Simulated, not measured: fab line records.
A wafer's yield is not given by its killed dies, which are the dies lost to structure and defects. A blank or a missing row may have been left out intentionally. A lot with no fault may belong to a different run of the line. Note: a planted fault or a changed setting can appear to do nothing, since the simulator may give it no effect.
Problem report in the 8D (eight disciplines) form, filled by code	flow sky130	the parts of the form that need people (team, actions taken, sign-off) are left out

## 1. WHAT WENT WRONG
Wafers without a fault read 2999.5 rpm, standard deviation 1.9; spin_speed_rpm at SKY_LDD_N_COAT_02 reads a mean of 2829.3 rpm on 6 wafers belonging to 2 lots. That is -90 standard deviations from the usual mean.
The step: resist thk 300 nm.
Earliest sighting: wafer L351.2 on litho_track-01 at day 24 06:25. The record holds 36 wafers of 12 lots with a number at this step. By rule, "out" or "out of limits" means more than 4 standard deviations away from the usual mean. The rest of the wafers with a number are treated as sound.

## 2. WHAT IT IS, AND WHAT IT ISN'T
question	is	is not
which readings at this step	spin_speed_rpm	chill_plate_temp_C
which lots	L351, L353	L331, L332, L333, L334, L336, L337, L338, L339, L344, L354
which wafers of those lots	all that have a number	-
read on which tools	litho_track-01	litho_track-02, litho_track-04
when	from day 24 06:25	up to then (27 sound wafers); but 3 sound wafers of L354 came after

## 3. SUSPECTS, AND WHAT RULES EACH OUT
Counting: a tool stays on the suspect list if, at a process step up to the reading, it processed all lots that are out and no sound lot following the first of them.
- litho_track-01 at SKY_LDD_N_COAT_02 (resist thk 300 nm): kept. Every lot that is out went through it, starting with L351 (day 24 06:25), and after that it ran no sound lot; the last sound lot it ran before then is L344 (day 21 20:07). Its own spin_speed_rpm readings are out on those wafers.
After counting, what remains is litho_track-01 at SKY_LDD_N_COAT_02.

## 4. THE CAUSE (what the simulator had put in)
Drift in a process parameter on litho_track-01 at SKY_LDD_N_COAT_02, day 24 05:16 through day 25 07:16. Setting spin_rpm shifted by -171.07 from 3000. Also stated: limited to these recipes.
After counting, this tool was the only one left.

## 5. THE EFFECT CHAIN, in route order
Rows list readings where the struck wafers' mean (over those with a number) sits beyond 3 standard deviations from the usual. Only readings whose record carries a usual standard deviation are examined. hours: median over the lots of the time between each lot's start at the first step of this table that gives one and its start at this step. sigmas: the change, counted in usual standard deviations.
hours	step	reading	usual	on struck wafers	change	sigmas
0	SKY_LDD_N_COAT_02	spin_speed_rpm	2999.5 rpm	2829.3	-170.2	-90
16	SKY_LDD_N_STRIP_16	strip_time_to_endpoint_s	4.313 s	4.444	+0.131	+8.2
The process steps in it:
- SKY_LDD_N_COAT_02: resist thk 300 nm.
- SKY_LDD_N_STRIP_16: strips in O2/N2.

## 6. HOW IT WOULD HAVE BEEN CAUGHT EARLIER
In this record the first reading out of limits was taken at day 24 06:25, 1 hour after the fault began at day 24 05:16.
